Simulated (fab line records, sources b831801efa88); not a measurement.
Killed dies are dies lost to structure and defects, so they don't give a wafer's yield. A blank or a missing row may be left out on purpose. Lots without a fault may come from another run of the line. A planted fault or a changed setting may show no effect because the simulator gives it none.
Problem report in the 8D (eight disciplines) form, filled by code | flow sky130 | the parts of the form that need people (team, actions taken, sign-off) are left out

1. THE PROBLEM
dose_ions_cm2 at SKY_LDD_LDN_IMPLANT_11 reads a mean of 1.2089e+13 on 6 wafers of 2 lots; wafers without a fault read 1.2502e+13 with a standard deviation of 1.5e+10. That is -28 standard deviations from the usual mean.
First seen on wafer L878.2, day 26 23:50, on implanter-03. The record holds 39 wafers of 13 lots with a number at this step. Rule for "out", or "out of limits": more than 4 standard deviations from the usual mean. The other wafers with a number count as sound.

2. WHAT IT IS AND WHAT IT IS NOT
question                    | is                     | is not
which readings at this step | dose_ions_cm2          | -
which lots                  | L878, L879             | L868, L869, L870, L871, L880, L881, L884, L886, L887, L888, L891
which wafers of those lots  | all that have a number | -
read on which tools         | implanter-03           | implanter-01, implanter-02
when                        | from day 26 23:50      | up to then (12 sound wafers); but 21 sound wafers of L880, L881, L884, L886, L887, L888, L891 came after

3. SUSPECTS, AND WHAT RULES EACH OUT
Counting: a tool at a process step up to the reading stays a suspect if it ran every lot that is out and no sound lot after the first of them.
- plasma_asher-04 at SKY_LDD_P_STRIP_10 (strips in O2/N2): ruled out as a lasting fault. Sound lots L888 ran on it after its first lot that is out, L878 (day 23 07:37).
- implanter-03 at SKY_LDD_LDN_IMPLANT_11: ruled out as a lasting fault. Sound lots L888 ran on it after its first lot that is out, L878 (day 26 23:50).
Left after counting: nothing in the record.

4. THE CAUSE (what the simulator had put in)
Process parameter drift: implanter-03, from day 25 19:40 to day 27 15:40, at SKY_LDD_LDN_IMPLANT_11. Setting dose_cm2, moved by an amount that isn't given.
Counting ruled it out, wrongly.

5. THE CHAIN OF EFFECTS, in route order
Each row: a reading whose mean over the struck wafers that have a number lies more than 3 standard deviations from the usual. Only readings for which the record gives a usual standard deviation are gone through. hours: the time from each lot's start at the first step in this table that gives one to its start at this step, as a median over the lots. sigmas: the change in usual standard deviations.
hours | step                   | reading       | usual      | on struck wafers | change      | sigmas
0     | SKY_LDD_LDN_IMPLANT_11 | dose_ions_cm2 | 1.2502e+13 | 1.2089e+13       | -4.1267e+11 | -28
The process steps in it:
- SKY_LDD_LDN_IMPLANT_11
Later measuring or inspecting steps at which every struck wafer that the step has a row for has a number for every such reading, and none has moved that far: SKY_POLY_CUT_CD_MEAS_08.

6. WHAT WOULD HAVE CAUGHT IT SOONER
In this record the first reading out of limits was taken at day 26 23:50, 28 hours after the fault began at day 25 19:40.
